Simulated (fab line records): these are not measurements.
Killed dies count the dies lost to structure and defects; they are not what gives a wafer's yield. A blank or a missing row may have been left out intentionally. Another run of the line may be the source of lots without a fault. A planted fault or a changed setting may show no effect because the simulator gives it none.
Which tool was responsible? ; flow sky130 ; 14 lots (42 wafers sampled), 1 step of a 708-step route

== WHAT EACH GAUGE READ, for each wafer ==
No reading from a measuring or inspecting step in the record can be judged against a usual standard deviation.

== EACH LOT AND THE TOOL THAT RAN IT (in order: tool; ch and the chambers of the sampled wafers; start) ==
lot;SKY_LI_CONTACT_STRIP_16
L392;plasma-asher-04 ch 0, day 29 08:16
L393;plasma-asher-02 ch 0,1, day 29 19:25
L394;plasma-asher-04 ch 0, day 30 05:52
L395;plasma-asher-02 ch 0,1, day 30 16:43
L398;plasma-asher-01 ch 0,1, day 31 20:13
L399;plasma-asher-02 ch 1, day 32 02:30
L400;plasma-asher-02 ch 0,1, day 32 06:28
L401;plasma-asher-02 ch 0,1, day 32 13:58
L402;plasma-asher-04 ch 0, day 32 21:31
L403;plasma-asher-02 ch 0,1, day 33 08:19
L411;plasma-asher-02 ch 0,1, day 35 21:10
L412;plasma-asher-01 ch 0,1, day 36 04:53
L413;plasma-asher-04 ch 0,1, day 36 07:56
L414;plasma-asher-02 ch 0,1, day 36 15:25
- SKY_LI_CONTACT_STRIP_16: strips in O2/N2.

== AS READ BY THE TOOLS THEMSELVES (means over the sampled wafers that have a number; for cases with no such wafer, the mark the record gives instead) ==
SKY_LI_CONTACT_STRIP_16. Usual: drypump-motor-current-A 5.9 A, standard deviation 0.51; n2-flow-sccm 299.9 sccm, standard deviation 0.87; o2-flow-sccm 3000 sccm, standard deviation 9.2; oes-product-au 0.375 a.u., standard deviation 0.0052; strip-time-to-endpoint-s 3.50 s, standard deviation 0.032.
lot;tool;drypump-motor-current-A (A);n2-flow-sccm (sccm);o2-flow-sccm (sccm);oes-product-au (a.u.);strip-time-to-endpoint-s (s);flag
L392;plasma-asher-04;6.2;299.6;2993;0.376;3.55;
L393;plasma-asher-02;5.5;299.8;3000;0.377;3.52;
L394;plasma-asher-04;6.2;300.9;3004;0.379;3.51;
L395;plasma-asher-02;5.5;300.1;2995;0.375;3.49;
L398;plasma-asher-01;6.0;299.3;3001;0.374;3.50;
L399;plasma-asher-02;5.0;299.8;3017;0.378;3.46;
L400;plasma-asher-02;5.5;299.6;2999;0.372;3.51;
L401;plasma-asher-02;6.0;299.2;3001;0.369;3.46;
L402;plasma-asher-04;6.2;302.2;2999;0.373;3.45;
L403;plasma-asher-02;5.9;299.7;3001;0.373;3.52;
L411;plasma-asher-02;5.9;300.5;3004;0.374;3.48;
L412;plasma-asher-01;6.0;299.5;2996;0.376;3.49;
L413;plasma-asher-04;6.2;299.5;3001;0.376;3.53;
L414;plasma-asher-02;5.5;299.9;3000;0.377;3.56;

== THE ANSWER, worked out from the rows above alone ==
Rule: lot off if the mean of its wafers having a number is beyond 3 standard deviations from the usual mean. Also off: a lot with no number at a reading for which 4 or more lots have one. Where the step has rows for the other lots, those lots are counted as sound. The gauges are gone through in route order, then the tools' own readings, and for those a lot's mean is taken as printed above. The first step at which some lot is off is used, and at that step the reading that is off furthest; a lot without a number counts as furthest.
None of the lots is off at any reading shown; this tells nothing.

== WHAT HAD BEEN PUT IN BY THE SIMULATOR ==
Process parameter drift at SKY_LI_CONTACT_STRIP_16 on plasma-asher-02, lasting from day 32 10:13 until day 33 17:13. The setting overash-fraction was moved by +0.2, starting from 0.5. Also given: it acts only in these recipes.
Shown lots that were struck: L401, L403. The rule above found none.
